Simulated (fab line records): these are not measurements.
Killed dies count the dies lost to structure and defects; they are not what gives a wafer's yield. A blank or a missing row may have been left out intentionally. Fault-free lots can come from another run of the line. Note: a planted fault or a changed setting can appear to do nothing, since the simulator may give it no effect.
Which tool did it? :: flow sky130 :: Sampling: 11 lots, 33 wafers, 6 of 708 route steps

== WHAT THE GAUGES READ, wafer by wafer ==
SKY_VIA2_THK_MEAS_01. Usual: VIA2_HDPCVD_THK gives 1183 nm (standard deviation 14).
lot: L467
measured: day 35 00:10
on: film-metro-02
VIA2_HDPCVD_THK (nm): 1193 1180 1182
flag: 

lot: L469
measured: day 35 22:28
on: film-metro-03
VIA2_HDPCVD_THK (nm): 1155 1160 1187
flag: 

lot: L470
measured: day 36 17:28
on: film-metro-03
VIA2_HDPCVD_THK (nm): 1197 1186 1190
flag: 

lot: L473
measured: day 37 06:08
on: film-metro-02
VIA2_HDPCVD_THK (nm): 1197 1177 1159
flag: 

lot: L475
measured: day 37 22:37
on: film-metro-01
VIA2_HDPCVD_THK (nm): 1188 1181 1175
flag: 

lot: L478
measured: day 39 00:31
on: film-metro-01
VIA2_HDPCVD_THK (nm): 1193 1187 1183
flag: 

lot: L483
measured: day 40 00:43
on: film-metro-03
VIA2_HDPCVD_THK (nm): 1171 1208 1190
flag: 

lot: L486
measured: day 41 06:58
on: film-metro-01
VIA2_HDPCVD_THK (nm): 1168 1188 1184
flag: 

lot: L487
measured: day 41 11:37
on: film-metro-03
VIA2_HDPCVD_THK (nm): 1155 1180 1176
flag: 

lot: L488
measured: day 41 13:44
on: film-metro-02
VIA2_HDPCVD_THK (nm): 1188 1185 1176
flag: 

lot: L489
measured: day 41 18:31
on: film-metro-03
VIA2_HDPCVD_THK (nm): 1206 1192 1196
flag: 

SKY_CAPM_RS_MEAS_03: a four-point-probe measurement. Usual: CAPM_TIN_RS gives 6.94 ohm/sq (standard deviation 0.079).
lot: L467
measured: day 36 04:49
on: film-metro-04
CAPM_TIN_RS (ohm/sq): 6.90 7.03 7.06
flag: 

lot: L469
measured: day 37 02:29
on: film-metro-04
CAPM_TIN_RS (ohm/sq): 7.05 7.11 6.98
flag: 

lot: L470
measured: day 37 21:32
on: film-metro-01
CAPM_TIN_RS (ohm/sq): 6.92 7.05 7.04
flag: 

lot: L473
measured: day 38 10:10
on: film-metro-04
CAPM_TIN_RS (ohm/sq): 6.95 6.88 6.93
flag: 

lot: L475
measured: day 39 02:53
on: film-metro-01
CAPM_TIN_RS (ohm/sq): 6.94 7.09 6.93
flag: 

lot: L478
measured: day 40 03:54
on: film-metro-01
CAPM_TIN_RS (ohm/sq): 6.92 6.86 7.00
flag: 

lot: L483
measured: day 41 03:22
on: film-metro-01
CAPM_TIN_RS (ohm/sq): 6.91 6.90 6.83
flag: 

lot: L486
measured: day 42 08:35
on: film-metro-01
CAPM_TIN_RS (ohm/sq): 6.93 7.00 7.32 6.94 7.01 7.32
flag: 

lot: L487
measured: day 42 14:07
on: film-metro-04
CAPM_TIN_RS (ohm/sq): 6.88 6.96 6.96
flag: 

lot: L488
measured: day 42 15:28
on: film-metro-01
CAPM_TIN_RS (ohm/sq): 6.84 6.87 6.88
flag: 

lot: L489
measured: day 42 20:05
on: film-metro-01
CAPM_TIN_RS (ohm/sq): 6.96 6.85 6.94
flag: 

SKY_CAPM_THK_MEAS_04: measures by xrf. Usual: CAPM_TIN_THK gives 196.3 nm (standard deviation 2.3).
lot: L467
measured: day 36 04:56
on: film-metro-04
CAPM_TIN_THK (nm): 198.0 193.5 193.8
flag: 

lot: L469
measured: day 37 02:35
on: film-metro-04
CAPM_TIN_THK (nm): 194.8 192.4 196.0
flag: 

lot: L470
measured: day 37 21:38
on: film-metro-01
CAPM_TIN_THK (nm): 197.4 193.7 193.7
flag: 

lot: L473
measured: day 38 10:16
on: film-metro-04
CAPM_TIN_THK (nm): 195.9 197.3 196.5
flag: 

lot: L475
measured: day 39 03:00
on: film-metro-01
CAPM_TIN_THK (nm): 196.1 192.4 195.5
flag: 

lot: L478
measured: day 40 04:01
on: film-metro-01
CAPM_TIN_THK (nm): 196.1 199.3 194.9
flag: 

lot: L483
measured: day 41 03:29
on: film-metro-01
CAPM_TIN_THK (nm): 197.3 197.6 199.3
flag: 

lot: L486
measured: day 42 13:23
on: film-metro-01
CAPM_TIN_THK (nm): 195.7 192.9 186.7 196.0 194.0 186.7
flag: 

lot: L487
measured: day 42 14:14
on: film-metro-04
CAPM_TIN_THK (nm): 199.2 195.5 196.4
flag: 

lot: L488
measured: day 42 15:33
on: film-metro-01
CAPM_TIN_THK (nm): 197.7 198.1 197.4
flag: 

lot: L489
measured: day 42 20:13
on: film-metro-01
CAPM_TIN_THK (nm): 195.6 197.8 195.7
flag: 

SKY_CAPM_OVL_MEAS_12. Usual: CAPM_OVL gives -0.4 nm (standard deviation 1.5).
lot: L467
measured: day 37 05:58
on: overlay-02
CAPM_OVL (nm): 0.0 -0.8 0.5
flag: 

lot: L469
measured: day 38 05:01
on: overlay-02
CAPM_OVL (nm): 0.7 -0.9 0.1
flag: 

lot: L470
measured: day 38 21:59
on: overlay-01
CAPM_OVL (nm): -0.8 -1.9 -1.1
flag: 

lot: L473
measured: day 39 09:53
on: overlay-02
CAPM_OVL (nm): -0.9 -1.1 -0.6
flag: 

lot: L475
measured: day 40 03:31
on: overlay-01
CAPM_OVL (nm): 0.9 -0.2 0.8
flag: 

lot: L478
measured: day 41 04:05
on: overlay-02
CAPM_OVL (nm): -2.0 -0.5 -0.1
flag: 

lot: L483
measured: day 42 02:15
on: overlay-02
CAPM_OVL (nm): -1.6 -2.2 -1.4
flag: 

lot: L486
measured: day 43 07:34
on: overlay-02
CAPM_OVL (nm): -1.7 -0.5 -3.0
flag: 

lot: L487
measured: day 43 13:16
on: overlay-01
CAPM_OVL (nm): -2.8 2.0 0.1
flag: 

lot: L488
measured: day 43 14:59
on: overlay-01
CAPM_OVL (nm): -0.9 0.6 -0.4
flag: 

lot: L489
measured: day 43 18:34
on: overlay-01
CAPM_OVL (nm): -1.3 -0.5 -0.8
flag: 

== WHAT TOOL EACH LOT RAN ON (gives the tool, then ch and the chambers of the sampled wafers, and finally the start) ==
lot: L467
SKY_VIA2_CVD_21: cvd-w-01 ch 0,1, day 36 03:51
SKY_CAPM_SPUTTER_02: pvd-sputter-01, day 36 04:43

lot: L469
SKY_VIA2_CVD_21: cvd-w-01 ch 0,1, day 37 01:31
SKY_CAPM_SPUTTER_02: pvd-sputter-01, day 37 02:20

lot: L470
SKY_VIA2_CVD_21: cvd-w-01 ch 0,1, day 37 20:35
SKY_CAPM_SPUTTER_02: pvd-sputter-01, day 37 21:23

lot: L473
SKY_VIA2_CVD_21: cvd-w-01 ch 0,1, day 38 09:13
SKY_CAPM_SPUTTER_02: pvd-sputter-04, day 38 10:02

lot: L475
SKY_VIA2_CVD_21: cvd-w-02 ch 1, day 39 01:47
SKY_CAPM_SPUTTER_02: pvd-sputter-01, day 39 02:46

lot: L478
SKY_VIA2_CVD_21: cvd-w-02 ch 0,1, day 40 02:56
SKY_CAPM_SPUTTER_02: pvd-sputter-04, day 40 03:47

lot: L483
SKY_VIA2_CVD_21: cvd-w-02 ch 0,1, day 41 02:25
SKY_CAPM_SPUTTER_02: pvd-sputter-01, day 41 03:16

lot: L486
SKY_VIA2_CVD_21: cvd-w-02 ch 0,1, day 42 07:37
SKY_CAPM_SPUTTER_02: pvd-sputter-01, day 42 08:28

lot: L487
SKY_VIA2_CVD_21: cvd-w-01 ch 0,1, day 42 13:08
SKY_CAPM_SPUTTER_02: pvd-sputter-04, day 42 13:59

lot: L488
SKY_VIA2_CVD_21: cvd-w-01 ch 0,1, day 42 14:29
SKY_CAPM_SPUTTER_02: pvd-sputter-04, day 42 15:17

lot: L489
SKY_VIA2_CVD_21: cvd-w-02 ch 0,1, day 42 19:08
SKY_CAPM_SPUTTER_02: pvd-sputter-04, day 42 19:59
- SKY_VIA2_CVD_21: deposits W, target thk 420 nm, time 126.4 s.
- SKY_CAPM_SPUTTER_02: material TiN, target thk 200 nm, time 166.7 s.

== AS READ BY THE TOOLS THEMSELVES (means over the sampled wafers that have a number; for cases with no such wafer, the mark the record gives instead) ==
SKY_VIA2_CVD_21. Usual: heater-power-w reads 759 W (standard deviation 66).
lot: L467
tool: cvd-w-01
heater-power-w (W): 786
flag: 

lot: L469
tool: cvd-w-01
heater-power-w (W): 751
flag: 

lot: L470
tool: cvd-w-01
heater-power-w (W): 772
flag: 

lot: L473
tool: cvd-w-01
heater-power-w (W): 782
flag: 

lot: L475
tool: cvd-w-02
heater-power-w (W): 800
flag: 

lot: L478
tool: cvd-w-02
heater-power-w (W): 768
flag: 

lot: L483
tool: cvd-w-02
heater-power-w (W): 766
flag: 

lot: L486
tool: cvd-w-02
heater-power-w (W): 761
flag: 

lot: L487
tool: cvd-w-01
heater-power-w (W): 787
flag: 

lot: L488
tool: cvd-w-01
heater-power-w (W): 732
flag: 

lot: L489
tool: cvd-w-02
heater-power-w (W): 724
flag: 

SKY_CAPM_SPUTTER_02. Usual: throttle-valve-pct reads 30.3 % (standard deviation 0.72).
lot: L467
tool: pvd-sputter-01
throttle-valve-pct (%): 30.7
flag: 

lot: L469
tool: pvd-sputter-01
throttle-valve-pct (%): 30.5
flag: 

lot: L470
tool: pvd-sputter-01
throttle-valve-pct (%): 30.9
flag: 

lot: L473
tool: pvd-sputter-04
throttle-valve-pct (%): 30.7
flag: 

lot: L475
tool: pvd-sputter-01
throttle-valve-pct (%): 30.3
flag: 

lot: L478
tool: pvd-sputter-04
throttle-valve-pct (%): 30.7
flag: 

lot: L483
tool: pvd-sputter-01
throttle-valve-pct (%): 30.3
flag: 

lot: L486
tool: pvd-sputter-01
throttle-valve-pct (%): 29.7
flag: 

lot: L487
tool: pvd-sputter-04
throttle-valve-pct (%): 30.6
flag: 

lot: L488
tool: pvd-sputter-04
throttle-valve-pct (%): 29.9
flag: 

lot: L489
tool: pvd-sputter-04
throttle-valve-pct (%): 30.3
flag: 

== THE ANSWER, worked out from the rows above alone ==
Rule: a lot counts as off when the mean over its wafers that have a number is more than 3 standard deviations away from the usual mean. A lot without any number at a reading at which 4 lots or more have one is off too. The other lots that the step has rows for count as sound. Order of review: gauges by route order, followed by the tools' own readings, for which a lot's mean as printed above is used. The first step at which some lot is off is used, and at that step the reading that is off furthest; a lot without a number counts as furthest.
Across all readings shown, no lot is off: no conclusion can be drawn from this.

== WHAT THE SIMULATOR HAD PUT IN ==
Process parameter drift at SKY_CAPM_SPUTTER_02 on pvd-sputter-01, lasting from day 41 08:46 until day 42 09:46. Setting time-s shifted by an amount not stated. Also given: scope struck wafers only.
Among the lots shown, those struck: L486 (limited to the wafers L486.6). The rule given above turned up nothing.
